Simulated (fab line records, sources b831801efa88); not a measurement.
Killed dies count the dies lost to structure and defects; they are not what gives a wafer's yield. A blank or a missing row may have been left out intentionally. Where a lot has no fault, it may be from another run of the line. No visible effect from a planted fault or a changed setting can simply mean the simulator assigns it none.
Problem report in the 8D (eight disciplines) form, filled by code :: flow gf180mcu :: the parts of the form that need people (team, actions taken, sign-off) are left out

## 1. PROBLEM STATEMENT
Across 4 wafers from 3 lots, HV_LDD_2_TW at GF_HV_LDD_TW_MEAS_23 averages 978, while fault-free wafers read 1055 with a standard deviation of 10. That puts it -7.8 standard deviations away from the usual mean.
First seen on wafer L122.4, day 11 10:12, on film_metro-03. The record has a number at this step for 38 wafers belonging to 13 lots. Rule for "out" (also "out of limits"): further than 4 standard deviations from the usual mean. Any other wafer with a number is counted as sound.

## 2. WHAT IT IS, AND WHAT IT ISN'T
question: which readings at this step
is: HV_LDD_2_TW
is not: -

question: which lots
is: L122, L126, L128
is not: L123, L124, L137, L138, L139, L141, L142, L143, L144, L145

question: which wafers of those lots
is: L122.4, L122.5, L126.5, L128.4
is not: L122.1, L126.1, L126.3, L128.3

question: read on which gauges
is: film_metro-01, film_metro-03
is not: film_metro-02

question: when
is: from day 11 10:12
is not: up to then (7 sound wafers); but 27 sound wafers of L126, L128, L137, L138, L139, L141, L142, L143, L144, L145 came after

## 3. SUSPECTS, AND WHAT RULES EACH OUT
Counting: a tool at a process step up to the reading stays a suspect if it ran every lot that is out. Sound lots after the first of them don't rule it out here, since some wafers of a struck lot are sound.
- the gauge at GF_HV_LDD_TW_MEAS_23: ruled out. Those wafers that are out were read across 2 gauges (film_metro-01, film_metro-03).
- plasma_asher-04 at GF_DNWELL_STRIP_08 (strips in O2/N2): kept. Ran every lot that is out, first one L122 (day 3 15:11); last sound lot up to then L123 (day 3 13:38).
- implanter-01 at GF_HV_LDD_IMPLANT_21: kept. Ran every lot that is out, first one L122 (day 11 09:56); last sound lot up to then L123 (day 11 08:20). Its own beam_on_s, faraday_current_uA readings are out on those wafers.
After counting, plasma_asher-04 at GF_DNWELL_STRIP_08 and implanter-01 at GF_HV_LDD_IMPLANT_21 remain.

## 4. THE CAUSE (what the simulator had put in)
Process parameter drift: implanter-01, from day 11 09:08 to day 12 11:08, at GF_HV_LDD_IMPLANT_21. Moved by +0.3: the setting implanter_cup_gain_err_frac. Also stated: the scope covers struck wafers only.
This tool is one of the 2 suspects left after counting.

## 5. SEQUENCE OF EFFECTS, ordered by route
One row per reading whose mean, taken over the struck wafers that have a number, lies over 3 standard deviations from the usual. Scope: only readings with a usual standard deviation given in the record; hours: median across lots of the time from each lot's start at the first step in this table that gives one to its start at this step; sigmas: change in usual standard deviations.
hours: 0
step: GF_HV_LDD_IMPLANT_21
reading: beam_on_s
usual: 10.02 s
on struck wafers: 7.77
change: -2.25
sigmas: -13

hours: 0
step: GF_HV_LDD_IMPLANT_21
reading: faraday_current_uA
usual: 281
on struck wafers: 363
change: +82
sigmas: +16

hours: 0
step: GF_HV_LDD_TW_MEAS_23
reading: HV_LDD_2_TW
usual: 1055
on struck wafers: 978
change: -78
sigmas: -7.8
Process steps it contains:
- GF_HV_LDD_IMPLANT_21

## 6. WHAT WOULD HAVE CAUGHT IT SOONER
In this record the first reading out of limits at a measuring or inspecting step was taken at day 11 10:12, 1 hour after the fault began at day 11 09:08.
Tool's own readings at GF_HV_LDD_IMPLANT_21, beam_on_s, faraday_current_uA: out on all struck wafers the step has rows for; an alarm limit on them would have tripped on the first.
Among the 3 lots that are out, L126, L128 began GF_HV_LDD_IMPLANT_21 on implanter-01 after day 11 10:12. A hold on the tool at that time would have spared those 2.
